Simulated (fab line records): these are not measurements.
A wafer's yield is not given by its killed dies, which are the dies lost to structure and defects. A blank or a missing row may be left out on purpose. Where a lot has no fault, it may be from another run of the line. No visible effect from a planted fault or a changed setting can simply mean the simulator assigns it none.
Which of the tools did it? + flow gf180mcu + route of 602 steps, sampled at 1 step: 7 lots, 21 wafers

== WHAT THE GAUGES SHOWED, per wafer ==
GF_V5_THK_MEAS_01.
| lot  | measured     | on            | V5_CVD_00_THK (nm) |
|------|--------------|---------------|--------------------|
| L190 | day 26 20:15 | film_metro-01 | 299 299 301        |
| L195 | day 28 14:44 | film_metro-01 | 299 301 300        |
| L199 | day 29 13:56 | film_metro-04 | 296 295 300        |
| L201 | day 30 09:53 | film_metro-01 | 295 292 294        |
| L207 | day 31 19:37 | film_metro-03 | 303 297 302        |
| L210 | day 32 13:20 | film_metro-03 | 298 302 302        |
| L212 | day 33 03:19 | film_metro-03 | 298 297 301        |

== WHAT TOOL EACH LOT RAN ON (gives the tool, then ch and the chambers of the sampled wafers, and finally the start) ==
Before these readings, the record contains no process step.

== THE ANSWER, worked out from the rows above alone ==
Rule: the lots themselves supply what counts as usual. The widest of any qualifying gaps counts: lots, ordered by their means at a reading, are off when they make up no more than a third of the lots, leave a main group of 4 or more, and stand apart from it by 3 or more times the standard deviation of that group's means. Not used: any main group whose means are identical at the precision the tables above print for the reading. A lot without any number at a reading at which 4 lots or more have one is off too. Any other lot the step has rows for is counted as sound.
No lot is off at any reading shown: from this, nothing can be told.

== WHAT THE SIMULATOR HAD INSERTED ==
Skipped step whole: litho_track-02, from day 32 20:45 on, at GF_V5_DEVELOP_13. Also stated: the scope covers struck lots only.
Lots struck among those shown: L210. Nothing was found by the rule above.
